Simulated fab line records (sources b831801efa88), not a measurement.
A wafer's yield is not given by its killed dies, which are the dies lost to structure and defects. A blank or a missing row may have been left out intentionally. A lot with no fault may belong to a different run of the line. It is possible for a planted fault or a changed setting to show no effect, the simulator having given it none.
The tool behind it: which one?	flow gf180mcu	12 lots (36 wafers sampled), 1 step of a 602-step route

## WHAT THE GAUGES SHOWED, per wafer
GF_V2_THK_MEAS_25: measures by xrf.
lot	measured	on	V2_W_THK (nm)
L075	day 20 17:03	film_metro-02	357 353 352
L077	day 21 10:46	film_metro-02	353 344 349
L079	day 22 13:46	film_metro-03	359 351 356
L081	day 23 10:55	film_metro-04	349 355 349
L083	day 23 19:45	film_metro-03	359 361 355
L085	day 24 15:00	film_metro-04	354 364 355
L087	day 25 03:19	film_metro-02	347 350 348
L089	day 26 04:39	film_metro-04	347 347 346
L091	day 26 10:44	film_metro-03	348 348 351
L093	day 27 01:26	film_metro-02	350 346 348
L095	day 27 11:34	film_metro-04	353 355 352
L097	day 27 23:04	film_metro-03	362 366 358

## TOOL THAT RAN EACH LOT (tool first, then ch and the chambers of the sampled wafers, then the start)
Before these readings, the record contains no process step.

## THE ANSWER, worked out from the rows above alone
Rule: what is usual is taken from the lots themselves. The widest of any qualifying gaps counts: lots, ordered by their means at a reading, are off when they make up no more than a third of the lots, leave a main group of 4 or more, and stand apart from it by 3 or more times the standard deviation of that group's means. A main group whose means are all the same, to the digits that the tables above print for the reading, isn't used. A lot without any number at a reading at which 4 lots or more have one is off too. Where the step has rows for the other lots, those lots are counted as sound.
No lot is off at any reading shown: from this, nothing can be told.

## WHAT HAD BEEN PUT IN BY THE SIMULATOR
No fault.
